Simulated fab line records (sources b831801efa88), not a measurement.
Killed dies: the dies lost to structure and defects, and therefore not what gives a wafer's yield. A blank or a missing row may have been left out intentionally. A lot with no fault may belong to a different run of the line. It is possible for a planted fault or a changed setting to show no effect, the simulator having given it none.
A lot that was struck, set against a sound lot	flow sky130	21 out of 708 route steps
Sound: wafers L940.2, L940.3, L940.6. Struck: wafers L945.1, L945.2, L945.6. Last of all comes the cause.
Per side, at each step with rows, come the tool, then ch with its chambers, and then its first start. Under that, the readings that differ: sound wafers	struck wafers	difference of the means	sigmas: that difference in standard deviations of wafers without a fault.
alike: words and numbers the same on both sides, and readings whose means are apart by under 2 such deviations; not compared: readings that were withheld, readings missing a value for some wafer, numbers with overlapping values and no deviation given by the record, and bounds like >300 which may hide the same value.
Wherever a step has rows on one side only, a row that says differs or no value, or a row with sigmas, the two part there. Numbers that don't overlap but have no deviation are shown without sigmas and don't part them. Lack of a reading on every wafer of one side parts them only where that side has two or more wafers.

first, 1 step without rows for these wafers: SKY_RES_XHIGH_IMPLANT_07.
SKY_RES_XHIGH_STRIP_08: strips in O2/N2.
  sound on plasma-asher-01 ch 0,1, day 31 07:40; struck on plasma-asher-03 ch 0,1, day 32 21:47
  alike: drypump-motor-current-A, oes-product-au, strip-time-to-endpoint-s
  not compared: rf-hours-counter-h
SKY_RES_XHIGH_TW_MEAS_09:
  sound on film-metro-04 at day 31 07:46; struck on film-metro-04 at day 32 21:53
  alike: RES_XHIGH_TW
then, 7 steps without rows for these wafers: SKY_SD_N_DEHYDRATE_00 (time 60 s); SKY_SD_N_HMDS_01 (prime time 60 s); SKY_SD_N_COAT_02 (resist thk 1140 nm); SKY_SD_N_SOFTBAKE_03 (time 60 s); SKY_SD_N_EXPOSE_04 (exposes mask NSDM, target cd 380 nm); SKY_SD_N_PEB_05; SKY_SD_N_DEVELOP_06 (develop time 60 s).
SKY_SD_N_CD_MEAS_07 targets a cd of 380 nm.
  sound on cd-sem-02 at day 32 11:00; struck on cd-sem-01 at day 34 00:38
  alike: cd-nm
SKY_SD_N_OVL_MEAS_08:
  sound on overlay-02 at day 32 11:07; struck on overlay-01 at day 34 00:45
reading	sound	struck	difference	sigmas
SD_N_OVL (nm)	-1.0 -1.3 -1.2	1.2 3.9 1.9	+3.5	+2
SKY_SD_N_IMPLANT_09:
  sound on implanter-03 ch 0, day 32 11:10; struck on implanter-03 ch 0, day 34 00:47
reading	sound	struck	difference	sigmas
beam-energy-keV	50.012 50.023 50.012	66.508 66.497 66.503	+16.487	+99 or more
model.implant.rp-nm (nm)	32.53 32.53 32.53	40.95 40.95 40.95	+8.42	
model.implant.drp-nm (nm)	14.11 14.11 14.11	17.53 17.53 17.53	+3.42	
after that, 1 step had no rows for these wafers: SKY_SD_N_IMPLANT_10.
SKY_SD_N_STRIP_11: strips in O2/N2.
  sound on plasma-asher-04 ch 0, day 32 11:26; struck on plasma-asher-03 ch 0,1, day 34 01:05
reading	sound	struck	difference	sigmas
oes-product-au (a.u.)	0.527 0.524 0.528	0.493 0.497 0.494	-0.032	-8
strip-time-to-endpoint-s (s)	22.60 22.60 22.59	25.04 25.06 25.05	+2.45	+70
  alike: drypump-motor-current-A
  not compared: rf-hours-counter-h
SKY_SD_N_TW_MEAS_12:
  sound on film-metro-04 at day 32 11:33; struck on film-metro-04 at day 34 01:11
reading	sound	struck	difference	sigmas
SD_N_TW	4022 4006 4034	4341 4366 4327	+324	+7
then, 1 step without rows for these wafers: SKY_SD_N_CLEAN_13 (cleans in SC1/SC2, time 150 s).
SKY_SD_N_RTA_14: time 2 s.
  sound on rtp-anneal-01 ch 0, day 32 11:40; struck on rtp-anneal-01 ch 0, day 34 01:18
  alike: lamp-power-pct, wafer_temp_C_max
SKY_SD_N_RS_MEAS_16: the measuring method here is four-point-probe.
  sound on film-metro-01 at day 32 11:50; struck on film-metro-02 at day 34 01:28
reading	sound	struck	difference	sigmas
SD_N_RS (ohm/sq)	68.42 68.39 68.61	58.68 58.79 58.78	-9.72	-97
SKY_SD_N_RS_MEAS_17: the measuring method here is four-point-probe.
  sound on film-metro-01 at day 32 11:58; struck on film-metro-02 at day 34 01:35
  alike: SD_P_RS
SKY_PAD_OPEN_PROBE_99:
  sound wafers here have rows in the record (prober-02, day 49 12:32); struck ones have none

## WHERE THEY PART
Earliest at SKY_SD_N_OVL_MEAS_08; latest, in this record, at SKY_PAD_OPEN_PROBE_99.

WHY: what had been put in by the simulator
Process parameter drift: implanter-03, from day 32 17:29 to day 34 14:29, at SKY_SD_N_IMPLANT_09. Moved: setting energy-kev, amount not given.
